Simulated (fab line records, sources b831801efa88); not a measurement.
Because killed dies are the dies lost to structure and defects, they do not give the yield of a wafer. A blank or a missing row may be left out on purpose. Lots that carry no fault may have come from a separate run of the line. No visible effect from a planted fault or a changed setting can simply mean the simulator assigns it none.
fab line records + flow sky130
record:
- lots: 14
- wafers: 39
- lastDay: 50
route steps=708 shown SONOS_ONO@183 LDD_LDN@301 SD_P@328 PAD_OPEN@708
lots that met no fault: taken from a fault-free run of the same line
startH: the number of hours between the record's first day and the start of the first shown wafer of the lot + waitH: hours elapsed since this lot's preceding step + " same as the row above + L1.1+2: several wafers, shown together as one row + - either no value or no given start + * or withheld: withheld + < > ~ a bound
route shown NAME@n: a module of which the file shows steps, and the number in the route of the first + usual: average and standard deviation across the fault-free wafers + same: alike in all rows + chamber/n: place in a boat + sites: readings site by site + _std_site: standard deviation across them + _edge_site: mean of outer sites minus mean of inner sites + radiusMm: for every site, how far away it sits from the centre of the wafer + mask NAME#n: copy n + behind: the last tool/chamber to shape the wafer + hold: reason for holding the lot/hours on hold/outcome of the hold + device: which transistor (n, p or np) failed to switch + end of line: at the end of the route, the tests of the same wafers + for a step that has no rows: nothing shown but its recipe + killed: at the first sort, the dies lost to defects and structure; wafer yield is something else + map: dies across one wafer; x = killed, . = not, _ = none there
set.NAME: the setting as run; set.NAME@STEP: as run at that earlier step + model.NAME: the simulator's own value behind a step, which no gauge read
steps of the route over a sample of lots; a table a step, a row a wafer
services: when a tool's chamber went out of use (startH, in hours from the record's first day, below 0 if earlier), for how many hours, and the reason
== steps ==
step: SKY_SONOS_ONO_ETCH_15
recipe:
- targetDepthNm: 19.52
- chemistry: CHF3/O2
- sourceW: 600
- biasW: 194.5
- pressureMtorr: 40
- chf3FlowSccm: 50
- O2_flow_sccm: 5
- timeS: 7.8
usual:
- O2_flow_sccm: 5.000/0.015
- biasW: 194.5/0.55
- drypumpMotorCurrentA: 5.7/0.5
- oesProductAu: 0.988/0.0088
- throttleValvePct: 8.823/0.01
| lot.wafer | tool       | chamber | startH | waitH | O2_flow_sccm | biasW | drypumpMotorCurrentA | oesProductAu | rfHoursCounterH | throttleValvePct |
|-----------|------------|---------|--------|-------|--------------|-------|----------------------|--------------|-----------------|------------------|
| L101.1    | rieDiel-04 | 2       | 300.94 | 0.0   | 5.017        | 194.7 | 6.5                  | 0.994        | 71              | 8.826            |
| L101.4    | "          | 3       | "      | "     | 5.027        | 194.7 | 5.9                  | 0.999        | 119             | 8.819            |
| L101.6    | "          | 2       | "      | "     | 4.988        | 193.8 | 6.6                  | 0.974        | -               | 8.830            |
| L102.2    | rieDiel-01 | 2       | 308.89 | 0.0   | 5.005        | 194.1 | 5.4                  | 0.976        | 71              | 8.840            |
| L102.4    | "          | 1       | "      | "     | 5.030        | 195.0 | 5.2                  | 0.984        | -               | 8.809            |
| L102.5    | "          | 0       | "      | "     | 5.029        | 195.1 | 6.2                  | 0.994        | -               | 8.807            |
| L104.3    | rieDiel-01 | 0       | 318.99 | 0.0   | 4.996        | 194.8 | 6.2                  | 0.983        | 2               | 8.828            |
| L104.4    | "          | 0       | "      | "     | 5.007        | 194.2 | 6.2                  | 0.989        | -               | 8.819            |
| L104.5    | "          | 1       | "      | "     | 4.996        | 196.3 | 5.2                  | 0.983        | -               | 8.824            |
| L105.3    | rieDiel-01 | 1       | 321.74 | 0.0   | 4.994        | 194.3 | 5.2                  | 0.981        | 109             | 8.815            |
| L105.5    | "          | 0       | "      | "     | 4.973        | 194.2 | 6.2                  | 0.990        | -               | 8.812            |
| L105.6    | "          | 1       | "      | "     | 4.985        | 193.6 | 5.2                  | 0.994        | -               | 8.827            |
| L106.1    | rieDiel-04 | 0       | 329.77 | 0.0   | 5.013        | 194.2 | 5.9                  | 0.992        | 8               | 8.831            |
| L106.3    | "          | 1       | "      | "     | 4.984        | 194.6 | 5.8                  | 1.000        | 4               | 8.828            |
| L106.5    | "          | 0       | "      | "     | 5.011        | 194.4 | 6.0                  | 0.997        | -               | 8.840            |
| L107.2    | rieDiel-04 | 3       | 336.54 | 0.0   | 5.014        | 194.3 | 5.9                  | 0.990        | 120             | 8.831            |
| L107.3    | "          | 1       | "      | "     | 4.996        | 194.7 | 5.8                  | 1.003        | 4               | 8.815            |
| L108.1    | rieDiel-04 | 1       | 348.99 | 0.0   | 5.014        | 194.3 | 5.7                  | 1.001        | 4               | 8.821            |
| L108.3    | "          | 0       | "      | "     | 4.984        | 194.2 | 6.0                  | 0.995        | 9               | 8.829            |
| L108.5    | "          | 2       | "      | "     | 4.992        | 194.4 | 6.5                  | 0.986        | -               | 8.820            |
| L110.1    | rieDiel-01 | 0       | 357.89 | 0.0   | 5.006        | 194.5 | 6.3                  | 0.985        | 3               | 8.825            |
| L110.2    | "          | 3       | "      | "     | 4.982        | 194.7 | 4.9                  | 0.979        | 0               | 8.803            |
| L110.3    | "          | 1       | "      | "     | 4.979        | 194.8 | 5.2                  | 0.994        | 109             | 8.826            |
| L109.1    | rieDiel-04 | 1       | 358.54 | 0.0   | 4.997        | 193.9 | 5.8                  | 0.988        | 4               | 8.829            |
| L109.5    | "          | 1       | "      | "     | 4.976        | 194.0 | 5.8                  | 0.998        | -               | 8.815            |
| L111.1    | rieDiel-03 | 2       | 366.79 | 0.0   | 5.005        | 194.6 | 5.2                  | 0.983        | 29              | 8.824            |
| L111.3    | "          | 0       | "      | "     | 5.014        | 194.6 | 5.0                  | 1.016        | 112             | 8.828            |
| L111.6    | "          | 2       | "      | "     | 4.966        | 194.8 | 5.2                  | 0.978        | -               | 8.829            |
| L114.1    | rieDiel-01 | 0       | 403.49 | 0.0   | 5.018        | 194.9 | 6.2                  | 0.995        | 3               | 8.807            |
| L114.2    | "          | 2       | "      | "     | 5.020        | 194.3 | 5.5                  | 0.991        | 73              | 8.825            |
| L114.6    | "          | 3       | "      | "     | 4.992        | 193.9 | 4.8                  | 0.975        | -               | 8.811            |
| L115.2    | rieDiel-01 | 1       | 412.29 | 0.0   | 4.980        | 194.6 | 5.2                  | 0.983        | 0               | 8.839            |
| L115.4    | "          | 3       | "      | "     | 5.001        | 195.2 | 4.9                  | 0.977        | 2               | 8.818            |
| L115.5    | "          | 0       | "      | "     | 4.991        | 194.6 | 6.2                  | 0.990        | -               | 8.813            |
| L116.3    | rieDiel-01 | 2       | 419.22 | 0.0   | 5.004        | 195.1 | 5.5                  | 0.991        | 73              | 8.812            |
| L116.4    | "          | 0       | "      | "     | 4.984        | 194.7 | 6.2                  | 0.984        | 4               | 8.810            |
| L116.5    | "          | 1       | "      | "     | 5.002        | 195.1 | 5.2                  | 0.990        | -               | 8.818            |
| L124.3    | rieDiel-03 | 1       | 476.99 | 0.0   | 5.007        | 193.9 | 6.0                  | 0.992        | 5               | 8.820            |
| L124.5    | "          | 2       | "      | "     | 4.994        | 194.2 | 5.2                  | 0.984        | -               | 8.814            |
step: SKY_SONOS_ONO_WET_ETCH_16
recipe:
- chemistry: dHF
- targetDepthNm: 14
- dry: n2Spin
- target: SiO2
- dilution: 100:1
- tempC: 25
- timeS: 280
usual:
- bathHeatDutyPct: 6.3/0.62
- runLengthS: 308/3.6
| lot.wafer | tool        | chamber | startH | waitH | bathHeatDutyPct | runLengthS |
|-----------|-------------|---------|--------|-------|-----------------|------------|
| L101.1    | wetBench-02 | 3       | 300.96 | 0.0   | 6.1             | 308        |
| L101.4    | "           | 3       | "      | "     | 6.8             | 308        |
| L101.6    | "           | 3       | "      | "     | 6.5             | 308        |
| L102.2    | wetBench-03 | 2       | 308.91 | 0.0   | 5.7             | 305        |
| L102.4    | "           | 2       | "      | "     | 6.2             | 305        |
| L102.5    | "           | 2       | "      | "     | 6.4             | 305        |
| L104.3    | wetBench-02 | 0       | 319.01 | 0.0   | 6.2             | 305        |
| L104.4    | "           | 0       | "      | "     | 7.3             | 305        |
| L104.5    | "           | 0       | "      | "     | 6.0             | 305        |
| L105.3    | wetBench-02 | 0       | 321.76 | 0.0   | 6.9             | 305        |
| L105.5    | "           | 0       | "      | "     | 5.8             | 305        |
| L105.6    | "           | 0       | "      | "     | 6.9             | 305        |
| L106.1    | wetBench-04 | 0       | 329.79 | 0.0   | 6.0             | 315        |
| L106.3    | "           | 0       | "      | "     | 5.9             | 315        |
| L106.5    | "           | 0       | "      | "     | 6.4             | 315        |
| L107.2    | wetBench-03 | 0       | 336.56 | 0.0   | 5.2             | 304        |
| L107.3    | "           | 0       | "      | "     | 5.1             | 304        |
| L108.1    | wetBench-03 | 1       | 349.01 | 0.0   | 5.3             | 313        |
| L108.3    | "           | 1       | "      | "     | 4.9             | 313        |
| L108.5    | "           | 1       | "      | "     | 6.4             | 313        |
| L110.1    | wetBench-04 | 1       | 357.91 | 0.0   | 6.1             | 311        |
| L110.2    | "           | 1       | "      | "     | 6.4             | 311        |
| L110.3    | "           | 1       | "      | "     | 6.1             | 311        |
| L109.1    | wetBench-04 | 0       | 358.56 | 0.0   | 6.7             | 313        |
| L109.5    | "           | 0       | "      | "     | 6.5             | 313        |
| L111.1    | wetBench-02 | 3       | 366.81 | 0.0   | 7.1             | 308        |
| L111.3    | "           | 3       | "      | "     | 6.2             | 308        |
| L111.6    | "           | 3       | "      | "     | 6.1             | 308        |
| L114.1    | wetBench-04 | 0       | 403.51 | 0.0   | -               | -          |
| L114.2    | "           | 0       | "      | "     | -               | -          |
| L114.6    | "           | 0       | "      | "     | -               | -          |
| L115.2    | wetBench-02 | 2       | 412.31 | 0.0   | -               | -          |
| L115.4    | "           | 2       | "      | "     | -               | -          |
| L115.5    | "           | 2       | "      | "     | -               | -          |
| L116.3    | wetBench-04 | 1       | 419.24 | 0.0   | -               | -          |
| L116.4    | "           | 1       | "      | "     | -               | -          |
| L116.5    | "           | 1       | "      | "     | -               | -          |
| L124.3    | wetBench-02 | 2       | 477.01 | 0.0   | 6.8             | 307        |
| L124.5    | "           | 2       | "      | "     | 6.5             | 307        |
step: SKY_LDD_LDN_STRIP_12
recipe:
- chemistry: O2/N2
- powerW: 1400
- pressureMtorr: 1500
- platenTempC: withheld
- o2FlowSccm: 3000
- n2FlowSccm: 300
- overashFraction: 0.5
usual:
- drypumpMotorCurrentA: 5.8/0.53
- oesProductAu: 0.716/0.0046
- stripTimeToEndpointS: 14.19/0.033
| lot.wafer | tool           | chamber | startH | waitH | drypumpMotorCurrentA | oesProductAu | rfHoursCounterH | stripTimeToEndpointS |
|-----------|----------------|---------|--------|-------|----------------------|--------------|-----------------|----------------------|
| L101.1    | plasmaAsher-03 | 0       | 549.57 | 0.1   | 5.3                  | 0.725        | 42              | 14.25                |
| L101.4    | "              | 0       | "      | "     | 5.3                  | 0.715        | -               | 14.24                |
| L101.6    | "              | 1       | "      | "     | 5.5                  | 0.713        | -               | 14.26                |
| L102.2    | plasmaAsher-04 | 0       | 560.57 | 0.1   | 5.2                  | 0.714        | 78              | 14.22                |
| L102.4    | "              | 0       | "      | "     | 5.2                  | 0.721        | -               | 14.18                |
| L102.5    | "              | 1       | "      | "     | 6.4                  | 0.713        | -               | 14.20                |
| L104.3    | plasmaAsher-04 | 0       | 569.68 | 0.1   | 5.1                  | 0.719        | -               | 14.19                |
| L104.4    | "              | 1       | "      | "     | 6.3                  | 0.721        | -               | 14.21                |
| L104.5    | "              | 1       | "      | "     | 6.4                  | 0.724        | -               | 14.16                |
| L105.3    | plasmaAsher-03 | 0       | 574.88 | 0.1   | 5.3                  | 0.713        | -               | 14.17                |
| L105.5    | "              | 1       | "      | "     | 5.5                  | 0.718        | -               | 14.18                |
| L105.6    | "              | 0       | "      | "     | 5.3                  | 0.712        | -               | 14.16                |
| L106.1    | plasmaAsher-04 | 0       | 580.55 | 0.1   | 5.1                  | 0.718        | 80              | 14.25                |
| L106.3    | "              | 0       | "      | "     | 5.1                  | 0.717        | -               | 14.18                |
| L106.5    | "              | 0       | "      | "     | 5.1                  | 0.716        | -               | 14.21                |
| L107.2    | plasmaAsher-04 | 0       | 589.15 | 0.1   | 5.1                  | 0.721        | 81              | 14.18                |
| L107.3    | "              | 1       | "      | "     | 6.3                  | 0.716        | -               | 14.19                |
| L108.1    | plasmaAsher-04 | 0       | 602.12 | 0.1   | 5.1                  | 0.713        | 82              | 14.23                |
| L108.3    | "              | 0       | "      | "     | 5.1                  | 0.717        | -               | 14.23                |
| L108.5    | "              | 0       | "      | "     | 5.1                  | 0.717        | -               | 14.19                |
| L110.1    | plasmaAsher-04 | 0       | 614.17 | 0.1   | 5.2                  | 0.713        | 84              | 14.16                |
| L110.2    | "              | 1       | "      | "     | 6.3                  | 0.720        | 84              | 14.21                |
| L110.3    | "              | 1       | "      | "     | 6.3                  | 0.712        | -               | 14.21                |
| L109.1    | plasmaAsher-03 | 1       | 614.47 | 0.1   | 5.5                  | 0.718        | 50              | 14.18                |
| L109.5    | "              | 0       | "      | "     | 5.3                  | 0.718        | -               | 14.18                |
| L111.1    | plasmaAsher-04 | 0       | 619.72 | 0.1   | 5.1                  | 0.711        | 84              | 14.21                |
| L111.3    | "              | 1       | "      | "     | 6.4                  | 0.718        | -               | 14.21                |
| L111.6    | "              | 1       | "      | "     | 6.4                  | 0.720        | -               | 14.20                |
| L124.3    | plasmaAsher-02 | 0       | 717.25 | 0.1   | 6.0                  | 0.718        | -               | 14.14                |
| L124.5    | "              | 1       | "      | "     | 6.5                  | 0.711        | -               | 14.18                |
step: SKY_SD_P_OVL_MEAS_08
usual:
- SD_P_OVL: 1.5/1.6
| lot.wafer | tool       | chamber | startH | waitH | SD_P_OVL[nm] |
|-----------|------------|---------|--------|-------|--------------|
| L101.1    | overlay-02 | -       | 609.25 | 0.1   | 0.0          |
| L101.4    | "          | -       | "      | "     | 1.3          |
| L101.6    | "          | -       | "      | "     | 1.1          |
| L102.2    | overlay-02 | -       | 621.37 | 0.1   | -0.8         |
| L102.4    | "          | -       | "      | "     | -0.5         |
| L102.5    | "          | -       | "      | "     | -0.8         |
| L104.3    | overlay-02 | -       | 628.21 | 0.1   | -0.5         |
| L104.4    | "          | -       | "      | "     | -0.8         |
| L104.5    | "          | -       | "      | "     | -1.4         |
| L105.3    | overlay-01 | -       | 635.36 | 0.1   | 0.9          |
| L105.5    | "          | -       | "      | "     | 1.0          |
| L105.6    | "          | -       | "      | "     | 1.1          |
| L106.1    | overlay-01 | -       | 641.25 | 0.1   | 3.5          |
| L106.3    | "          | -       | "      | "     | 4.7          |
| L106.5    | "          | -       | "      | "     | 2.5          |
| L107.2    | overlay-01 | -       | 647.66 | 0.1   | 2.5          |
| L107.3    | "          | -       | "      | "     | 4.0          |
| L108.1    | overlay-01 | -       | 660.05 | 0.1   | 2.8          |
| L108.3    | "          | -       | "      | "     | 1.9          |
| L108.5    | "          | -       | "      | "     | 2.8          |
| L110.1    | overlay-02 | -       | 671.85 | 0.1   | -0.7         |
| L110.2    | "          | -       | "      | "     | 1.1          |
| L110.3    | "          | -       | "      | "     | -0.6         |
| L109.1    | overlay-01 | -       | 672.05 | 0.1   | -1.0         |
| L109.5    | "          | -       | "      | "     | 1.1          |
| L111.1    | overlay-01 | -       | 678.32 | 0.1   | 0.9          |
| L111.3    | "          | -       | "      | "     | -1.9         |
| L111.6    | "          | -       | "      | "     | -1.1         |
| L124.3    | overlay-02 | -       | 773.51 | 0.1   | 4.2          |
| L124.5    | "          | -       | "      | "     | 3.7          |
step: SKY_PAD_OPEN_PROBE_99
usual:
- killed_at_M0_to_M3: 44/6.3
- killed_at_M4_up: 3.1/1.8
- killedAtContacts: 25/5.1
- killedAtFrontEnd: 15/4.1
- killedAtOther: 0.3/0.71
- killedDies: 87/8.8
- killedOnRim: 17/3.7
- killedOpen: 47/6.8
- killedShort: 40/6.7
same:
- grossDies: 492
- killedAtBackSide: 0
| lot.wafer | tool      | chamber | startH  | waitH | killed_at_M0_to_M3 | killed_at_M4_up | killedAtContacts | killedAtFrontEnd | killedAtOther | killedDies | killedOnRim | killedOpen | killedShort |
|-----------|-----------|---------|---------|-------|--------------------|-----------------|------------------|------------------|---------------|------------|-------------|------------|-------------|
| L114.1    | prober-01 | -       | 1162.98 | 0.1   | 50                 | 8               | 30               | 403              | 1             | 492        | 96          | 42         | 61          |
| L114.2    | prober-01 | -       | 1163.03 | 0.1   | 41                 | 4               | 36               | 411              | 0             | 492        | 96          | 46         | 45          |
| L114.6    | prober-01 | -       | 1163.23 | 0.2   | 53                 | 2               | 24               | 412              | 1             | 492        | 96          | 53         | 38          |
| L115.2    | prober-02 | -       | 1166.53 | 0.1   | 50                 | 1               | 27               | 414              | 0             | 492        | 96          | 52         | 41          |
| L115.4    | prober-02 | -       | 1166.63 | 0.2   | 48                 | 7               | 31               | 406              | 0             | 492        | 96          | 53         | 46          |
| L115.5    | prober-02 | -       | 1166.68 | 0.2   | 43                 | 8               | 21               | 420              | 0             | 492        | 96          | 49         | 39          |
| L116.3    | prober-01 | -       | 1170.18 | 0.2   | 46                 | 4               | 23               | 419              | 0             | 492        | 96          | 45         | 39          |
| L116.4    | prober-01 | -       | 1170.23 | 0.2   | 39                 | 4               | 24               | 425              | 0             | 492        | 96          | 43         | 42          |
| L116.5    | prober-01 | -       | 1170.28 | 0.2   | 42                 | 5               | 28               | 417              | 0             | 492        | 96          | 46         | 40          |
killed by level:class
L114.1 SONOS_ONO:areaEtch=389 VIA1:geometricParticle:open=11 CONTACT:geometricParticle:short=10 LOCAL_INTERCONNECT:geometricParticle:short=7 VIA3:geometricParticle:open=7 CONTACT:geometricParticle:open=7 VIA2:geometricParticle:open=7 METAL4:geometricParticle:short=7
L114.2 SONOS_ONO:areaEtch=401 LI_CONTACT:geometricParticle:open=10 VIA1:geometricParticle:open=9 LOCAL_INTERCONNECT:geometricParticle:short=8 CONTACT:geometricParticle:open=7 CONTACT:geometricParticle:short=6 METAL1:geometricParticle:short=6 VIA2:geometricParticle:short=6
L114.6 SONOS_ONO:areaEtch=401 VIA1:geometricParticle:open=10 CONTACT:geometricParticle:open=10 VIA2:geometricParticle:open=9 METAL1:geometricParticle:short=8 LI_CONTACT:geometricParticle:open=5 METAL2:geometricParticle:short=5 VIA3:geometricParticle:open=5
L115.2 SONOS_ONO:areaEtch=399 CONTACT:geometricParticle:open=15 VIA2:geometricParticle:open=8 VIA1:geometricParticle:open=8 VIA1:geometricParticle:short=7 FIELD_ISO:geometricParticle:short=6 VIA3:geometricParticle:open=6 METAL2:geometricParticle:short=5
L115.4 SONOS_ONO:areaEtch=393 LI_CONTACT:geometricParticle:open=13 CONTACT:geometricParticle:open=9 VIA1:geometricParticle:short=8 VIA1:geometricParticle:open=8 VIA2:geometricParticle:open=7 SONOS_ONO:geometricParticle:short=5 METAL2:geometricParticle:short=5
L115.5 SONOS_ONO:areaEtch=404 CONTACT:geometricParticle:open=14 VIA1:geometricParticle:open=13 VIA3:geometricParticle:open=8 VIA1:geometricParticle:short=8 METAL4:geometricParticle:short=7 FIELD_ISO:geometricParticle:open=5 FIELD_ISO:geometricParticle:short=5
L116.3 SONOS_ONO:areaEtch=408 VIA1:geometricParticle:open=12 CONTACT:geometricParticle:open=7 VIA1:geometricParticle:short=6 VIA2:geometricParticle:open=6 LI_CONTACT:geometricParticle:open=5 METAL2:geometricParticle:short=5 POLY_GATE:geometricParticle:open=4
L116.4 SONOS_ONO:areaEtch=407 VIA1:geometricParticle:open=10 LI_CONTACT:geometricParticle:short=7 METAL1:geometricParticle:short=7 POLY_GATE:geometricParticle:open=6 LI_CONTACT:geometricParticle:open=6 VIA1:geometricParticle:short=6 VIA2:geometricParticle:open=5
L116.5 SONOS_ONO:areaEtch=406 VIA1:geometricParticle:open=13 CONTACT:geometricParticle:open=11 LOCAL_INTERCONNECT:geometricParticle:short=7 VIA2:geometricParticle:open=7 METAL1:geometricParticle:short=6 LI_CONTACT:geometricParticle:short=6 VIA3:geometricParticle:open=5
== services ==
| tool           | chamber | startH | hours | kind   |
|----------------|---------|--------|-------|--------|
| rieDiel-01     | 1       | 279.14 | 1.4   | repair |
| rieDiel-03     | 0       | 293.08 | 2.5   | repair |
| rieDiel-04     | -       | 301.61 | 0.4   | repair |
| plasmaAsher-03 | -       | 314.85 | 0.7   | repair |
| rieDiel-04     | -       | 330.08 | 1.2   | repair |
| rieDiel-03     | 2       | 334.78 | 11.8  | repair |
| rieDiel-04     | 1       | 360.84 | 3.6   | repair |
| rieDiel-04     | -       | 402.66 | 28.1  | pm     |
| rieDiel-01     | 2       | 425.42 | 2.9   | repair |
| rieDiel-04     | 2       | 452.65 | 11.3  | repair |
| rieDiel-04     | 0       | 461.52 | 44.4  | repair |
| plasmaAsher-04 | -       | 502.36 | 1.1   | repair |
| rieDiel-01     | -       | 538.66 | 2.8   | pm     |
| rieDiel-04     | 3       | 569.90 | 13.8  | repair |
| wetBench-02    | -       | 570.19 | 0.9   | repair |
| rieDiel-04     | 1       | 608.80 | 12.0  | repair |
| wetBench-03    | -       | 624.97 | 0.6   | repair |
| rieDiel-04     | 2       | 630.27 | 6.6   | repair |
| rieDiel-04     | 3       | 630.38 | 3.8   | repair |
| plasmaAsher-04 | -       | 632.99 | 1.6   | repair |
| plasmaAsher-03 | -       | 681.79 | 1.5   | repair |
| rieDiel-01     | 2       | 699.93 | 15.7  | repair |
| rieDiel-04     | 0       | 701.29 | 4.8   | repair |
| plasmaAsher-03 | -       | 701.90 | 4.3   | pm     |
== key ==
firstSign:
- step: SKY_SONOS_ONO_WET_ETCH_16
- reading: toolRecord
- direction: missing
effect:
- step: SKY_PAD_OPEN_PROBE_99
- reading: killedAtFrontEnd
- direction: up
- sigmas: 98
- usual: 15
- struck: 414
moreKillsBornAt:
- SKY_SONOS_ONO_WET_ETCH_16@wetBench-04: 2412
- SKY_SONOS_ONO_WET_ETCH_16@wetBench-02: 1196
metAt SKY_SONOS_ONO_WET_ETCH_16
struckLots L114,L115,L116
laterRowsLeftOut L114.1,L114.2,L114.6,L115.2,L115.4,L115.5,L116.3,L116.4,L116.5
testerLeftOut L114,L115,L116
notActingAt SKY_SONOS_ONO_ETCH_15,SKY_LDD_LDN_STRIP_12,SKY_SD_P_OVL_MEAS_08
onsetBetween 366.81 403.51
fault:
- kind: skippedStepWhole
- tool: wetBench-02,wetBench-04
- chamber: -
- onsetH: 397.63
- steps: SKY_SONOS_ONO_WET_ETCH_16
- scope: struckLotsOnly
testerLeftOut: of these lots the tester's yield and bins aren't shown, on N5 and GAA mostly nor the transistor test; their killed dies are dies lost to structure and defects alone, not to doping, threshold or leakage, so they don't give the yield
laterRowsLeftOut: the simulator's readings of these wafers behind a module that went badly wrong aren't trusted and aren't shown, but for the sort
